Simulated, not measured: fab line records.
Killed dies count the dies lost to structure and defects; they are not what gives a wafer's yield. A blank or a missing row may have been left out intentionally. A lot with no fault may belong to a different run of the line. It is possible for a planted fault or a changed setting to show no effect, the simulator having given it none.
Comparing a struck lot with a sound one / flow sky130 / 16 steps out of a route of 708
Sound: the wafers L926.1, L926.3, L926.6. Struck: wafer L932.2 (L932.1, L932.6, from the same lot, were not struck and are left out); the cause is given at the end.
Per side, at each step with rows, come the tool, then ch with its chambers, and then its first start. Under that, the readings that differ: sound wafers / struck wafers / difference of the means / sigmas: that difference in standard deviations of wafers without a fault.
alike: words and numbers the same on both sides, and readings whose means are apart by under 2 such deviations; not compared: readings that were withheld, readings missing a value for some wafer, numbers with overlapping values and no deviation given by the record, and bounds like >300 which may hide the same value.
The two part at a step that has a row with sigmas, a row that says differs or no value, or rows on one side only. Non-overlapping numbers with no deviation appear without sigmas and do not part them. A reading that every wafer of one side lacks parts them only if that side has two wafers or more.

first, 8 steps without rows for these wafers: SKY_METAL1_DEHYDRATE_07 (time 60 s); SKY_METAL1_HMDS_08 (prime time 60 s); SKY_METAL1_COAT_09 (resist thk 60 nm); SKY_METAL1_COAT_10 (resist thk 450 nm); SKY_METAL1_SOFTBAKE_11 (time 90 s); SKY_METAL1_EXPOSE_12 (exposes mask MM1, target cd 140 nm); SKY_METAL1_PEB_13; SKY_METAL1_DEVELOP_14 (develop time 60 s).
SKY_METAL1_CD_MEAS_15 targets a cd of 140 nm.
  sound on cd_sem-02, day 35 04:37; struck on cd_sem-01, day 37 01:32
  alike: cd_nm
SKY_METAL1_OVL_MEAS_16:
  sound on overlay-01, day 35 04:44; struck on overlay-01, day 37 01:40
  alike: METAL1_OVL
SKY_METAL1_DESCUM_17: chemistry O2, time 8 s.
  sound on rie_metal-01 ch 0, day 35 04:47; struck on rie_metal-01 ch 1, day 37 01:42
  alike: drypump_motor_current_A, oes_product_au
  not compared: rf_hours_counter_h
SKY_METAL1_ETCH_18: etches BARC in N2/H2, stops on SiO2, time 45.9 s, target depth 60 nm.
  sound on rie_metal-01 ch 0, day 35 04:49; struck on rie_metal-01 ch 1, day 37 01:44
  alike: drypump_motor_current_A, oes_product_au, rf_fwd_power_W, throttle_valve_pct
  not compared: rf_hours_counter_h
SKY_METAL1_METAL_ETCH_19: etches the open film in Cl2/BCl3, stops on SiO2, target depth 360 nm, time 78 s.
  sound on rie_metal-01 ch 0, day 35 04:52; struck on rie_metal-01 ch 1, day 37 01:47
reading=rf_fwd_power_W (W); sound=890 899 892; struck=751; difference=-143; sigmas=-42
reading=model.KrF-thick_of_METAL1_COAT_10.thk_nm (nm); sound=155.9 158.1 156.2; struck=202.9; difference=+46.2; sigmas=
reading=model.METAL1.cd_nm (nm); sound=140.3 141.4 138.9; struck=144.1; difference=+3.9; sigmas=
  alike: drypump_motor_current_A, oes_product_au, throttle_valve_pct
  not compared: rf_hours_counter_h
SKY_METAL1_STRIP_20: strips in O2/N2.
  sound on plasma_asher-01 ch 0,1, day 35 04:58; struck on plasma_asher-04 ch 0, day 37 01:53
reading=oes_product_au (a.u.); sound=0.344 0.344 0.335; struck=0.368; difference=+0.027; sigmas=+5
reading=strip_time_to_endpoint_s (s); sound=2.67 2.68 2.68; struck=3.18; difference=+0.50; sigmas=+7
  alike: drypump_motor_current_A
  not compared: rf_hours_counter_h
then, 1 step without rows for these wafers: SKY_METAL1_STRIP_21 (strips in post etch residue remover, time 1200 s).
-- the record jumps here: 12 days lie between the struck wafers' starts before and after (it left off in module METAL1 and takes up again in module PAD_OPEN, whose first step shown is number 708 of the route) --
SKY_PAD_OPEN_PROBE_99:
  sound on prober-01, day 47 15:14; struck on prober-01, day 49 02:07
reading=sort_bin_3_pad_short (%); sound=1.0 0.6 0.8; struck=0; difference=-1; sigmas=-2
  alike: defect_limited_yield, killed_at_M0_to_M3, killed_at_M4_up, killed_at_contacts, killed_at_front_end, killed_at_other, killed_dies, killed_open, killed_short, sort_bin_5_function, sort_bin_6_memory, sort_n_pass, sort_yield_pct

== WHERE THEY PART ==
At SKY_METAL1_METAL_ETCH_19 first; at SKY_PAD_OPEN_PROBE_99 last (within this record only).

WHY: what had been put in by the simulator
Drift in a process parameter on rie_metal-01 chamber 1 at SKY_METAL1_METAL_ETCH_19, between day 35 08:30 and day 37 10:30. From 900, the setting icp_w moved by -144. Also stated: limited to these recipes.
